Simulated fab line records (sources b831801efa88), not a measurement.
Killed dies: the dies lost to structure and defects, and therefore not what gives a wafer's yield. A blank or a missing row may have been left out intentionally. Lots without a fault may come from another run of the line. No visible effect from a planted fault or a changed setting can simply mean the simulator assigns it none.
Struck lot and sound lot, side by side	flow sky130	19 steps out of a route of 708
Sound: the wafers L655.2, L655.3, L655.5. Wafers L663.2, L663.3, L663.6 were the ones struck. The cause is given at the end.
Per side, at each step with rows, come the tool, then ch with its chambers, and then its first start. Under that, the readings that differ: sound wafers	struck wafers	difference of the means	sigmas: that difference in standard deviations of wafers without a fault.
alike: readings whose means differ by less than 2 such deviations, and words and numbers that are the same on both sides. not compared: withheld readings, readings that some wafer has no value for, bounds like >300 that may hide the same value, and numbers for which the record gives no deviation and whose values overlap.
A row with sigmas, a row that says differs or no value, or rows on one side alone: a step with any of these is where the two part. Numbers that don't overlap but have no deviation are shown without sigmas and don't part them. A reading that every wafer of one side lacks parts them only if that side has two wafers or more.

first, 6 steps without rows for these wafers: SKY_VT_ADJUST_PCH_HMDS_01 (prime time 60 s); SKY_VT_ADJUST_PCH_COAT_02 (resist thk 3000 nm); SKY_VT_ADJUST_PCH_SOFTBAKE_03; SKY_VT_ADJUST_PCH_EXPOSE_04 (exposes mask NWM, target cd 840 nm); SKY_VT_ADJUST_PCH_PEB_05; SKY_VT_ADJUST_PCH_DEVELOP_06 (develop time 60 s).
SKY_VT_ADJUST_PCH_OVL_MEAS_07:
  struck on overlay-02, day 17 02:05; sound on overlay-02, day 14 12:41
  alike: VT_ADJUST_PCH_OVL
next, for these wafers, 1 step has no rows: SKY_VT_ADJUST_PCH_IMPLANT_08.
SKY_VT_ADJUST_PCH_STRIP_09: strips in O2/N2.
  sound on plasma_asher-01 ch 0,1, day 14 12:52; struck on plasma_asher-04 ch 0,1, day 17 02:16
  alike: drypump_motor_current_A, oes_product_au, strip_time_to_endpoint_s
  not compared: rf_hours_counter_h
SKY_VT_ADJUST_PCH_TW_MEAS_10:
  struck on film_metro-04, day 17 02:23; sound on film_metro-01, day 14 12:59
  alike: VT_ADJUST_PCH_TW
then, 2 steps without rows for these wafers: SKY_SONOS_TUNNEL_DEHYDRATE_00 (time 60 s); SKY_SONOS_TUNNEL_HMDS_01 (prime time 60 s).
SKY_SONOS_TUNNEL_COAT_02: resist thk 1140 nm.
  sound on litho_track-04 ch 0, day 15 01:29; struck on litho_track-04 ch 0, day 17 16:26
reading	sound	struck	difference	sigmas
spin_speed_rpm (rpm)	3000.7 2999.7 2998.9	3438.2 3438.1 3438.0	+438.3	+99 or more
model.NOVOLAK_of_SONOS_TUNNEL_COAT_02.thk_nm (nm)	1141 1147 1143	1068 1069 1067	-76	
then, 3 steps without rows for these wafers: SKY_SONOS_TUNNEL_SOFTBAKE_03 (time 60 s); SKY_SONOS_TUNNEL_EXPOSE_04 (exposes mask TUNM, target cd 410 nm); SKY_SONOS_TUNNEL_PEB_05.
SKY_SONOS_TUNNEL_DEVELOP_06: develop time 60 s.
  sound on litho_track-02 ch 0, day 15 15:44; struck on litho_track-04 ch 0, day 18 08:20
reading	sound	struck	difference	sigmas
model.NOVOLAK_of_SONOS_TUNNEL_COAT_02.thk_nm (nm)	1141 1146 1143	1068 1069 1067	-75	
SKY_SONOS_TUNNEL_CD_MEAS_07: the cd target is 410 nm.
  struck on cd_sem-02, day 18 08:30; sound on cd_sem-01, day 15 15:53
reading	sound	struck	difference	sigmas
cd_nm (nm)	406.6 405.4 406.3	417.2 417.8 419.8	+12.2	+5
SKY_SONOS_TUNNEL_OVL_MEAS_08:
  struck on overlay-02, day 18 08:37; sound on overlay-01, day 15 15:59
  alike: SONOS_TUNNEL_OVL

== WHERE THEY PART ==
At SKY_SONOS_TUNNEL_COAT_02 first; at SKY_SONOS_TUNNEL_CD_MEAS_07 last (within this record only). Later steps at which nothing parts them and some readings are alike: SKY_SONOS_TUNNEL_OVL_MEAS_08.

WHY: the cause the simulator had injected
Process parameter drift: litho_track-04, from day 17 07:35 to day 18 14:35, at SKY_SONOS_TUNNEL_COAT_02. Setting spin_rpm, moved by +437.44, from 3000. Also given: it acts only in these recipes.
